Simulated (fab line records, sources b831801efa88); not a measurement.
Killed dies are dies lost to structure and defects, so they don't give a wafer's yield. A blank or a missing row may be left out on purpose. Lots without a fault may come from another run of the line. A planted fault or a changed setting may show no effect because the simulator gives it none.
Chamber matching | flow gf180mcu | GF_V2_CMP_04 on cmp-02: 4 sister chambers
The step polishes SiO2. 22 wafers are shown with their chamber, then 10 later ones without.

WAFERS WITH THEIR CHAMBER
wafer  | chamber | motor_current_A (A) | time_to_endpoint_s (s) | retaining_ring_pressure_frac
L643.1 | 0       | 15.0                | 79                     | 0.992
L643.3 | 1       | 15.0                | 72                     | 1.003
L643.5 | 3       | 14.0                | 85                     | 1.002
L644.3 | 1       | 14.4                | 72                     | 0.995
L644.4 | 0       | 14.1                | 80                     | 0.993
L644.5 | 0       | 14.5                | 79                     | 0.997
L646.2 | 1       | 14.2                | 69                     | 0.989
L646.3 | 2       | 11.7                | 83                     | 1.004
L646.4 | 3       | 14.4                | 86                     | 0.996
L647.1 | 0       | 13.5                | 70                     | 1.002
L647.3 | 3       | 13.8                | 77                     | 0.997
L647.6 | 1       | 15.4                | 77                     | 1.004
L648.1 | 3       | 14.6                | 80                     | 1.000
L648.2 | 0       | 14.5                | 80                     | 1.000
L648.5 | 0       | 14.2                | 85                     | 1.011
L651.2 | 3       | 14.9                | 74                     | 1.004
L651.3 | 0       | 13.4                | 80                     | 0.995
L652.1 | 0       | 13.9                | 82                     | 0.996
L652.3 | 1       | 14.6                | 71                     | 0.991
L652.4 | 3       | 13.9                | 88                     | 0.997
L659.1 | 2       | 11.4                | 92                     | 0.999
L659.3 | 0       | 14.7                | 69                     | 1.001

SIGNATURES (means of the wafers above)
reading                      | chamber 0 | chamber 1 | chamber 2 | chamber 3 | scatter within a chamber
motor_current_A              | 14.200    | 14.720    | 11.550    | 14.267    | 0.485
time_to_endpoint_s           | 78.22     | 72.20     | 87.50     | 81.67     | 5.01
retaining_ring_pressure_frac | 0.99856   | 0.99640   | 1.00150   | 0.99933   | 0.00538
Rule: a wafer's distance from a chamber is the root of the sum, over the readings, of the square of ((its reading less the chamber's mean) divided by the reading's scatter). The wafer belongs to the nearest chamber; if the next one is less than 2 further off, it can't be placed. The scatter: the root of (the sum of the squares of (reading less its chamber's mean) over the shown wafers, divided by (wafers less chambers)).

WAFERS WITHOUT THEIR CHAMBER
wafer  | motor_current_A (A) | time_to_endpoint_s (s) | retaining_ring_pressure_frac
L659.5 | 14.7                | 79                     | 0.996
L662.1 | 14.3                | 82                     | 0.991
L662.3 | 14.0                | 80                     | 1.002
L662.4 | 15.5                | 76                     | 1.002
L663.1 | 14.0                | 80                     | 0.999
L663.4 | 11.3                | 94                     | 1.005
L663.5 | 14.4                | 78                     | 1.002
L665.1 | 11.5                | 87                     | 0.997
L665.4 | 15.4                | 77                     | 0.997
L665.5 | 15.3                | 93                     | 1.004

WHICH CHAMBER EACH WENT THROUGH
wafer  | from the rows above          | in truth
L659.5 | can't be placed: 0 or 3 or 1 | 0
L662.1 | can't be placed: 3 or 0 or 1 | 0
L662.3 | can't be placed: 3 or 0 or 1 | 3
L662.4 | can't be placed: 1 or 0 or 3 | 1
L663.1 | can't be placed: 0 or 3 or 1 | 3
L663.4 | 2                            | 2
L663.5 | can't be placed: 0 or 3 or 1 | 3
L665.1 | 2                            | 2
L665.4 | can't be placed: 1 or 0 or 3 | 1
L665.5 | can't be placed: 3 or 0 or 1 | 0
Placed correctly: 2 of 10. Can't be placed from these rows: 8 (the true chamber is among the candidates in 8). Placed wrongly: 0.
